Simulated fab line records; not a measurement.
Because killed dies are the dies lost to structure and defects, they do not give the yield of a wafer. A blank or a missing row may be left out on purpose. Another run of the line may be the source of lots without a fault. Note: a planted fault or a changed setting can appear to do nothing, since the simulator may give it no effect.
Which tool was responsible?	flow gf180mcu	6 lots with 18 wafers sampled at 3 steps, on a route of 602 steps

## WHAT THE GAUGES SHOWED, per wafer
GF_VT_IMPLANT_TW_MEAS_10.
lot	measured	on	VT_IMPLANT_TW
L985	day 5 23:46	film-metro-03	559.4 560.6 561.8
L987	day 6 10:53	film-metro-01	561.4 561.3 562.0
L992	day 7 21:08	film-metro-03	560.3 562.3 559.9
L994	day 8 09:25	film-metro-04	563.9 563.6 566.7
L997	day 9 03:56	film-metro-04	560.2 563.7 562.8
L101	day 10 03:20	film-metro-01	700.8 699.0 697.3

## WHICH TOOL RAN EACH LOT (tool, then ch and the chambers of the sampled wafers, then the start)
lot	GF_VT_IMPLANT_IMPLANT_08	GF_VT_IMPLANT_STRIP_09
L985	implanter-01 ch 0, day 5 23:31	plasma-asher-03 ch 0,1, day 5 23:40
L987	implanter-01 ch 0, day 6 10:40	plasma-asher-02 ch 0,1, day 6 10:47
L992	implanter-04 ch 0, day 7 20:53	plasma-asher-03 ch 0,1, day 7 21:02
L994	implanter-01 ch 0, day 8 09:11	plasma-asher-03 ch 0, day 8 09:19
L997	implanter-04 ch 0, day 9 03:43	plasma-asher-04 ch 0,1, day 9 03:50
L101	implanter-04 ch 0, day 10 02:47	plasma-asher-04 ch 0,1, day 10 03:14
- GF_VT_IMPLANT_IMPLANT_08
- GF_VT_IMPLANT_STRIP_09: strips in O2/N2.

## THE ANSWER, worked out from the rows above alone
Rule: what is usual is taken from the lots themselves. Put in order of their means at a reading, lots are off if they are a third of the lots or fewer, leave a main group of 4 or more, and stand apart from it by a gap of 3 or more times the standard deviation of the main group's means; of several such gaps the widest counts. If all means in a main group match to the digits the tables above print for the reading, that group is not used. A lot without any number at a reading at which 4 lots or more have one is off too. The other lots that the step has rows for count as sound.
Off: L101, at GF_VT_IMPLANT_TW_MEAS_10 (VT_IMPLANT_TW). The main group: mean 562.0, standard deviation 1.5.
A tool fits if, at a process step before that reading, it ran every lot that is off, and no sound lot after the first of them. The gauges at GF_VT_IMPLANT_TW_MEAS_10 are tried like those tools. Can't be told from this: 3 tools fit, implanter-04 at GF_VT_IMPLANT_IMPLANT_08, plasma-asher-04 at GF_VT_IMPLANT_STRIP_09, film-metro-01 at GF_VT_IMPLANT_TW_MEAS_10.

## WHAT THE SIMULATOR HAD PUT IN
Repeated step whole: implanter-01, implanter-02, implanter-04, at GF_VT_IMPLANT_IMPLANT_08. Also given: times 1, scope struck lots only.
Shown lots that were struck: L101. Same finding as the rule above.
